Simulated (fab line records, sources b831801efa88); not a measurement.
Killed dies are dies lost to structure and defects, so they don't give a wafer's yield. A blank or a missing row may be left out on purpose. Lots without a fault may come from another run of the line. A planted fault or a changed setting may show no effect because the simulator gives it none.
Split-lot experiment | flow sky130 | 5 lots, 23 wafers read, on a route of 708 steps

THE SPLIT
At SKY_VT_ADJUST_PCH_COAT_02 (resist thk 3000 nm), the setting resist_thk_nm was moved away from the recipe's 3000 nm on 11 of the 23 wafers read, by -5.2% to +5.7%. The other wafers ran this setting at the recipe's value.

The reading is taken at the split's own step.

THE READING
coat_of_VT_ADJUST_PCH_COAT_02.thk_nm (the simulator's own value, which no gauge read), in nm, at SKY_VT_ADJUST_PCH_COAT_02 (resist thk 3000 nm). The file gives no usual value for it. The 12 wafers here that ran the recipe average 3004 nm, standard deviation 9.8 nm.

wafer  | tool, chamber at the split | resist_thk_nm as run, nm | against the recipe | coat_of_VT_ADJUST_PCH_COAT_02.thk_nm, nm | against lot-mates on the recipe
L074.1 | litho_track-02, 0          | 3000                     | recipe             | 2994                                     | -
L074.3 | litho_track-02, 0          | 2843                     | -5.2%              | 2840                                     | -152
L074.4 | litho_track-02, 0          | 2843                     | -5.2%              | 2840                                     | -152
L074.5 | litho_track-02, 0          | 3000                     | recipe             | 2990                                     | -
L074.6 | litho_track-02, 0          | 2843                     | -5.2%              | 2834                                     | -158
L080.1 | litho_track-02, 0          | 3072                     | +2.4%              | 3075                                     | +70
L080.2 | litho_track-02, 0          | 3000                     | recipe             | 3002                                     | -
L080.3 | litho_track-02, 0          | 3072                     | +2.4%              | 3066                                     | +60
L080.4 | litho_track-02, 0          | 3000                     | recipe             | 3009                                     | -
L080.5 | litho_track-02, 0          | 3072                     | +2.4%              | 3060                                     | +54
L081.1 | litho_track-03, 0          | 3000                     | recipe             | 3007                                     | -
L081.3 | litho_track-03, 0          | 3000                     | recipe             | 3017                                     | -
L081.6 | litho_track-03, 0          | 3000                     | recipe             | 3020                                     | -
L083.1 | litho_track-03, 0          | 3170                     | +5.7%              | 3170                                     | +163
L083.2 | litho_track-03, 0          | 3000                     | recipe             | 3010                                     | -
L083.3 | litho_track-03, 0          | 3000                     | recipe             | 3009                                     | -
L083.4 | litho_track-03, 0          | 3170                     | +5.7%              | 3174                                     | +167
L083.6 | litho_track-03, 0          | 3000                     | recipe             | 3001                                     | -
L085.1 | litho_track-01, 0          | 3072                     | +2.4%              | 3074                                     | +80
L085.2 | litho_track-01, 0          | 3072                     | +2.4%              | 3068                                     | +74
L085.3 | litho_track-01, 0          | 3000                     | recipe             | 2986                                     | -
L085.4 | litho_track-01, 0          | 3072                     | +2.4%              | 3071                                     | +78
L085.5 | litho_track-01, 0          | 3000                     | recipe             | 3001                                     | -

THE FIT
A straight line over all 23 wafers: coat_of_VT_ADJUST_PCH_COAT_02.thk_nm changes by +30.3 nm for each +1% of resist_thk_nm; r = +0.99; the points scatter about the line by 8.8 nm.
The same after taking each lot's own level away (the mean of its wafers on the recipe; 23 wafers): +29.3 nm for each +1%; r = +1.00; scatter 6.3 nm.
On that fit, the largest move of resist_thk_nm shifts the reading by 1.7e+02 nm.
The lots' own levels span 2992.0 to 3014.7 nm, that is 2.3 times the standard deviation above.
So the lot-to-lot level changes the slope little: the two slopes agree.
Check: with one of the wafers moved furthest among these (+5.7%) left out of the fit, the line predicts +166 nm for it against its lot-mates. It came out at +163 nm against them.

THE WHOLE CHAIN: every reading that the file lists as answering this split, in the file's order
step                       | what it does       | reading                                                                               | change (the file's fit)              | r (the file's)
SKY_VT_ADJUST_PCH_COAT_02  | resist thk 3000 nm | coat_of_VT_ADJUST_PCH_COAT_02.thk_nm (the simulator's own value, which no gauge read) | +29.3 nm for each +1% of the setting | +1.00
SKY_VT_ADJUST_PCH_STRIP_09 | strips in O2/N2    | strip_time_to_endpoint_s                                                              | withheld for each +1% of the setting | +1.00

THE FILE'S OWN FIT
coat_of_VT_ADJUST_PCH_COAT_02.thk_nm changes by +29.3 nm for each +1% of resist_thk_nm, r = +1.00.
